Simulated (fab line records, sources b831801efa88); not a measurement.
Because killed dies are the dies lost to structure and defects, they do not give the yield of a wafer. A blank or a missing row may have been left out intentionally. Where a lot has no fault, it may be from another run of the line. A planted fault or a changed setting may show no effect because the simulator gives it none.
What tool caused it? -- flow gf180mcu -- Sampling: 24 lots, 72 wafers, 4 of 602 route steps

## WHAT THE GAUGES SHOWED, per wafer
GF_V5_BOW_MEAS_05. Usual: V5_BOW 133 um, standard deviation 8.5.
lot,measured,on,V5_BOW (um),flag
L074,day 26 16:16,film metro-03,148 144 149,
L075,day 27 00:32,film metro-01,123 132 125,
L076,day 27 08:43,film metro-02,132 133 135,
L077,day 27 08:37,film metro-01,139 141 144,
L078,day 27 23:47,film metro-01,132 139 121,
L079,day 28 01:52,film metro-02,145 147 146,
L080,day 28 13:17,film metro-02,134 129 142,
L081,day 29 01:38,film metro-03,134 127 133,
L082,day 29 02:13,film metro-03,127 138 129,
L083,day 29 03:14,film metro-02,123 131 131,
L084,day 29 16:00,film metro-03,146 144 143,
L085,day 29 19:30,film metro-01,133 128 126,
L086,day 30 02:56,film metro-03,132 141 126,
L087,day 30 07:54,film metro-03,129 134 132,
L088,day 30 19:10,film metro-02,125 135 128,
L089,day 31 03:25,film metro-01,148 141 131,
L090,day 31 12:34,film metro-01,139 133 124,
L091,day 31 13:54,film metro-01,123 107 128,
L092,day 31 17:55,film metro-02,135 141 126,
L093,day 32 04:17,film metro-03,123 129 128,
L094,day 32 05:23,film metro-03,129 120 129,
L095,day 32 10:56,film metro-03,136 133 132,
L096,day 33 02:41,film metro-02,136 129 128,
L097,day 33 03:40,film metro-01,127 127 125,

## TOOL THAT RAN EACH LOT (tool first, then ch and the chambers of the sampled wafers, then the start)
lot,GF_M1_SPUTTER_03,GF_V3_STRIP_18,GF_M5_ETCH_09
L074,"pvd sputter-03, day 16 11:52","plasma asher-03 ch 0,1, day 22 18:20","rie diel-03 ch 0,2,3, day 26 14:52"
L075,"pvd sputter-01, day 16 19:15","plasma asher-03 ch 0,1, day 23 03:43","rie diel-03 ch 0,2, day 26 23:15"
L076,"pvd sputter-02, day 17 03:59","plasma asher-01 ch 0,1, day 23 11:41","rie diel-02 ch 0,1,3, day 27 07:25"
L077,"pvd sputter-02, day 17 07:20","plasma asher-01 ch 0,1, day 23 12:44","rie diel-01 ch 0,1,2, day 27 07:18"
L078,"pvd sputter-03, day 17 22:02","plasma asher-01 ch 0,1, day 24 05:03","rie diel-02 ch 2,3, day 27 22:27"
L079,"pvd sputter-01, day 18 03:22","plasma asher-03 ch 0, day 24 08:23","rie diel-03 ch 1,2, day 28 00:35"
L080,"pvd sputter-03, day 18 14:59","plasma asher-02 ch 0,1, day 24 19:57","rie diel-02 ch 1,2, day 28 11:51"
L081,"pvd sputter-01, day 18 22:04","plasma asher-01 ch 0,1, day 25 03:41","rie diel-02 ch 0,1,3, day 28 19:47"
L082,"pvd sputter-02, day 19 04:38","plasma asher-03 ch 0,1, day 25 08:28","rie diel-03 ch 0,2,3, day 28 23:04"
L083,"pvd sputter-01, day 19 10:30","plasma asher-02 ch 0,1, day 25 12:13","rie diel-03 ch 0,1,3, day 29 01:37"
L084,"pvd sputter-02, day 19 23:36","plasma asher-02 ch 0,1, day 26 00:53","rie diel-02 ch 0,2,3, day 29 14:20"
L085,"pvd sputter-02, day 20 04:30","plasma asher-01 ch 0,1, day 26 04:53","rie diel-02 ch 0,1, day 29 18:04"
L086,"pvd sputter-01, day 20 14:02","plasma asher-03 ch 0,1, day 26 14:16","rie diel-03 ch 0,1,2, day 30 01:30"
L087,"pvd sputter-01, day 21 00:53","plasma asher-03 ch 0,1, day 26 20:46","rie diel-02 ch 0,2,3, day 30 06:35"
L088,"pvd sputter-02, day 21 10:47","plasma asher-02 ch 0,1, day 27 06:44","rie diel-03 ch 0,3, day 30 17:55"
L089,"pvd sputter-02, day 21 22:23","plasma asher-01 ch 0,1, day 27 18:16","rie diel-02 ch 1,3, day 31 02:08"
L090,"pvd sputter-03, day 22 04:53","plasma asher-01 ch 0,1, day 27 23:35","rie diel-03 ch 0,2,3, day 31 10:50"
L091,"pvd sputter-02, day 22 12:12","plasma asher-02 ch 0,1, day 28 04:16","rie diel-02 ch 0,1, day 31 12:29"
L092,"pvd sputter-03, day 22 18:11","plasma asher-02 ch 0,1, day 28 10:23","rie diel-03 ch 1,2,3, day 31 16:32"
L093,"pvd sputter-01, day 23 03:27","plasma asher-03 ch 0,1, day 28 20:16","rie diel-02 ch 0,1,2, day 32 02:41"
L094,"pvd sputter-01, day 23 06:54","plasma asher-03 ch 0,1, day 28 22:20","rie diel-03 ch 2,3, day 32 04:01"
L095,"pvd sputter-02, day 23 15:35","plasma asher-01 ch 0,1, day 29 03:41","rie diel-02 ch 0,1,3, day 32 09:40"
L096,"pvd sputter-03, day 24 10:44","plasma asher-02 ch 0,1, day 29 21:58","rie diel-01 ch 0,2,3, day 33 01:23"
L097,"pvd sputter-03, day 24 12:42","plasma asher-01 ch 0,1, day 29 23:56","rie diel-02 ch 1,3, day 33 02:20"
- GF_M1_SPUTTER_03: material Ti, target thk 10 nm, time 6.7 s.
- GF_V3_STRIP_18: strips in O2/N2.
- GF_M5_ETCH_09: etches Si3N4 in CF4/O2, target depth 52 nm, time 11.6 s.

## WHAT THE TOOLS THEMSELVES READ (means of the sampled wafers that have a number; where no wafer has one, the mark that the record gives instead)
GF_M1_SPUTTER_03. Usual: 30.2 % for throttle valve pct, sd 0.97.
lot,tool,throttle valve pct (%),flag
L074,pvd sputter-03,31.1,
L075,pvd sputter-01,29.7,
L076,pvd sputter-02,29.9,
L077,pvd sputter-02,30.3,
L078,pvd sputter-03,30.1,
L079,pvd sputter-01,30.1,
L080,pvd sputter-03,30.7,
L081,pvd sputter-01,29.7,
L082,pvd sputter-02,29.7,
L083,pvd sputter-01,29.9,
L084,pvd sputter-02,30.1,
L085,pvd sputter-02,30.2,
L086,pvd sputter-01,30.3,
L087,pvd sputter-01,30.8,
L088,pvd sputter-02,30.4,
L089,pvd sputter-02,30.3,
L090,pvd sputter-03,30.6,
L091,pvd sputter-02,29.9,
L092,pvd sputter-03,31.0,
L093,pvd sputter-01,30.6,
L094,pvd sputter-01,30.8,
L095,pvd sputter-02,30.2,
L096,pvd sputter-03,30.6,
L097,pvd sputter-03,31.2,

GF_V3_STRIP_18. Usual: drypump motor current A 5.8 A, standard deviation 0.36; heater power w 340 W, standard deviation 26; oes product au 0.593 a.u., standard deviation 0.0051.
lot,tool,drypump motor current A (A),heater power w (W),oes product au (a.u.),flag
L074,plasma asher-03,5.7,324,0.585,
L075,plasma asher-03,5.7,335,0.595,
L076,plasma asher-01,6.3,345,0.593,
L077,plasma asher-01,6.3,337,0.590,
L078,plasma asher-01,6.3,347,0.589,
L079,plasma asher-03,5.8,322,0.590,
L080,plasma asher-02,5.5,365,0.590,
L081,plasma asher-01,6.1,332,0.595,
L082,plasma asher-03,5.7,331,0.588,
L083,plasma asher-02,5.6,340,0.590,
L084,plasma asher-02,5.6,370,0.593,
L085,plasma asher-01,6.3,346,0.595,
L086,plasma asher-03,5.7,339,0.593,
L087,plasma asher-03,5.7,333,0.589,
L088,plasma asher-02,5.6,362,0.591,
L089,plasma asher-01,6.1,328,0.594,
L090,plasma asher-01,6.3,343,0.590,
L091,plasma asher-02,5.6,344,0.592,
L092,plasma asher-02,5.6,349,0.596,
L093,plasma asher-03,5.7,328,0.599,
L094,plasma asher-03,5.7,330,0.591,
L095,plasma asher-01,6.3,351,0.592,
L096,plasma asher-02,5.6,344,0.593,
L097,plasma asher-01,6.0,328,0.594,

GF_M5_ETCH_09. Usual: drypump motor current A 5.35 A, standard deviation 0.26; oes product au 0.998 a.u., standard deviation 0.01; throttle valve pct 5.970 %, standard deviation 0.0093.
lot,tool,drypump motor current A (A),oes product au (a.u.),throttle valve pct (%),flag
L074,rie diel-03,5.42,1.000,5.966,
L075,rie diel-03,5.63,0.995,5.975,
L076,rie diel-02,5.27,0.993,5.968,
L077,rie diel-01,5.57,1.001,5.969,
L078,rie diel-02,5.21,0.990,5.975,
L079,rie diel-03,5.65,1.007,5.964,
L080,rie diel-02,5.49,0.997,5.977,
L081,rie diel-02,5.27,0.988,5.974,
L082,rie diel-03,5.43,1.005,5.958,
L083,rie diel-03,5.27,1.001,5.970,
L084,rie diel-02,5.16,0.989,5.970,
L085,rie diel-02,5.48,0.991,5.964,
L086,rie diel-03,5.48,1.003,5.962,
L087,rie diel-02,5.16,0.986,5.973,
L088,rie diel-03,5.21,1.008,5.973,
L089,rie diel-02,5.26,0.986,5.975,
L090,rie diel-03,5.43,1.001,5.977,
L091,rie diel-02,5.30,0.995,5.964,
L092,rie diel-03,5.46,1.015,5.975,
L093,rie diel-02,5.35,0.996,5.977,
L094,rie diel-03,5.61,1.010,5.974,
L095,rie diel-02,5.29,0.992,5.978,
L096,rie diel-01,5.47,0.995,5.970,
L097,rie diel-02,5.43,0.995,5.965,

## THE ANSWER, worked out from the rows above alone
Rule: a lot is off if the mean of its wafers that have a number lies more than 3 standard deviations from the usual mean. A lot without any number at a reading at which 4 lots or more have one is off too. All remaining lots with rows at the step are treated as sound. The gauges are gone through in route order, then the tools' own readings, and for those a lot's mean is taken as printed above. The first step at which some lot is off is used, and at that step the reading that is off furthest; a lot without a number counts as furthest.
None of the lots is off at any reading shown; this tells nothing.

## WHAT THE SIMULATOR HAD PUT IN
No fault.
